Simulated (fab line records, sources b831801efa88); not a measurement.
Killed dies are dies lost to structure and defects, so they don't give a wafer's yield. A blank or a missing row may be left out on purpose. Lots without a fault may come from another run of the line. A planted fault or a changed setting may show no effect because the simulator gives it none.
A struck lot beside a sound one | flow gf180mcu | 32 steps out of a route of 602
Sound: wafers L432.1, L432.2, L432.4. Struck: wafers L444.1, L444.2, L444.4. The cause comes at the end.
At each step with rows: each side's tool, then ch and its chambers, then its first start. Under that, the readings that differ: sound wafers | struck wafers | difference of the means | sigmas: that difference in standard deviations of wafers without a fault.
alike: readings whose means differ by less than 2 such deviations, and words and numbers that are the same on both sides. not compared: withheld readings, readings that some wafer has no value for, bounds like >300 that may hide the same value, and numbers for which the record gives no deviation and whose values overlap.
The two part at a step that has a row with sigmas, a row that says differs or no value, or rows on one side only. Numbers that don't overlap but have no deviation are shown without sigmas and don't part them. A reading that every wafer of one side lacks parts them only if that side has two wafers or more.

first, 7 steps without rows for these wafers: GF_HV_LDD_DEHYDRATE_24 (time 60 s); GF_HV_LDD_HMDS_25 (prime time 60 s); GF_HV_LDD_COAT_26 (resist thk 1000 nm); GF_HV_LDD_SOFTBAKE_27 (time 60 s); GF_HV_LDD_EXPOSE_28 (exposes mask Nplus HV AREA, target cd 400 nm); GF_HV_LDD_PEB_29; GF_HV_LDD_DEVELOP_30 (develop time 60 s).
GF_HV_LDD_CD_MEAS_31: target cd 400 nm.
  sound on cd_sem-01, day 11 15:50; struck on cd_sem-02, day 15 16:41
  reading    | sound             | struck            | difference | sigmas
  cd_nm (nm) | 396.1 399.7 398.3 | 403.7 403.0 403.2 | +5.3       | +2
GF_HV_LDD_OVL_MEAS_32:
  sound on overlay-01, day 11 15:58; struck on overlay-02, day 15 16:48
  alike: HV_LDD_02_OVL
then, 3 steps without rows for these wafers: GF_HV_LDD_IMPLANT_33; GF_HV_LDD_IMPLANT_34; GF_HV_LDD_IMPLANT_35.
GF_HV_LDD_IMPLANT_36:
  sound on implanter-01 ch 0, day 11 16:27; struck on implanter-01 ch 0, day 15 17:17
  reading            | sound                | struck               | difference | sigmas
  tilt_deg (degrees) | 30.015 30.004 29.998 | 28.106 28.140 28.113 | -1.886     | -86
GF_HV_LDD_STRIP_37: strips in O2/N2.
  sound on plasma_asher-03 ch 0,1, day 11 16:36; struck on plasma_asher-03 ch 0,1, day 15 17:26
  alike: drypump_motor_current_A, heater_power_w, oes_product_au, platen_temp_c, strip_time_to_endpoint_s
  not compared: rf_hours_counter_h
GF_HV_LDD_TW_MEAS_38:
  sound on film_metro-01, day 11 16:42; struck on film_metro-02, day 15 17:32
  alike: HV_LDD_3_TW
then, 7 steps without rows for these wafers: GF_HV_LDD_DEHYDRATE_39 (time 60 s); GF_HV_LDD_HMDS_40 (prime time 60 s); GF_HV_LDD_COAT_41 (resist thk 1000 nm); GF_HV_LDD_SOFTBAKE_42 (time 60 s); GF_HV_LDD_EXPOSE_43 (exposes mask Pplus HV AREA, target cd 400 nm); GF_HV_LDD_PEB_44; GF_HV_LDD_DEVELOP_45 (develop time 60.83 s).
GF_HV_LDD_CD_MEAS_46: target cd 400 nm.
  sound on cd_sem-01, day 12 11:17; struck on cd_sem-01, day 16 15:20
  alike: cd_nm
GF_HV_LDD_OVL_MEAS_47:
  sound on overlay-02, day 12 11:25; struck on overlay-01, day 16 15:27
  reading            | sound       | struck         | difference | sigmas
  HV_LDD_03_OVL (nm) | 2.9 2.5 2.1 | -1.8 -0.7 -1.3 | -3.8       | -3
then, 1 step without rows for these wafers: GF_HV_LDD_IMPLANT_48.
GF_HV_LDD_STRIP_49: strips in O2/N2.
  sound on plasma_asher-03 ch 0,1, day 12 11:36; struck on plasma_asher-02 ch 0,1, day 16 15:38
  reading                      | sound             | struck            | difference | sigmas
  strip_time_to_endpoint_s (s) | 12.66 12.68 12.66 | 12.56 12.58 12.60 | -0.09      | -2
  alike: drypump_motor_current_A, heater_power_w, oes_product_au, platen_temp_c
  not compared: rf_hours_counter_h
GF_HV_LDD_TW_MEAS_50:
  sound on film_metro-01, day 12 11:42; struck on film_metro-01, day 16 15:44
  alike: HV_LDD_4_TW
then, 1 step without rows for these wafers: GF_HV_LDD_CLEAN_51 (cleans in SC1/SC2, time 150 s).
GF_HV_LDD_RTA_52: time 10 s.
  sound on rtp_anneal-02 ch 0, day 12 11:49; struck on rtp_anneal-02 ch 0, day 16 15:50
  alike: lamp_power_pct, wafer_temp_C_max
GF_HV_LDD_RS_MEAS_53: measures by four-point-probe.
  sound on film_metro-02, day 12 11:53; struck on film_metro-01, day 16 15:55
  reading            | sound             | struck | difference                    | sigmas
  HV_LDD_RS (ohm/sq) | 417.7 416.7 416.2 | - - -  | no value on the struck wafers |
then, 1 step without rows for these wafers: GF_HV_LDD_CVD_54 (deposits SiO2 from TEOS, target thk 10 nm, time 75 s).
GF_PASSIVATION_PROBE_99:
  the record has rows for the sound wafers here (prober-01, day 29 01:44) and none for the struck ones

WHERE THEY PART
First at GF_HV_LDD_CD_MEAS_31; last, within this record, at GF_PASSIVATION_PROBE_99.

WHY: what the simulator had put in
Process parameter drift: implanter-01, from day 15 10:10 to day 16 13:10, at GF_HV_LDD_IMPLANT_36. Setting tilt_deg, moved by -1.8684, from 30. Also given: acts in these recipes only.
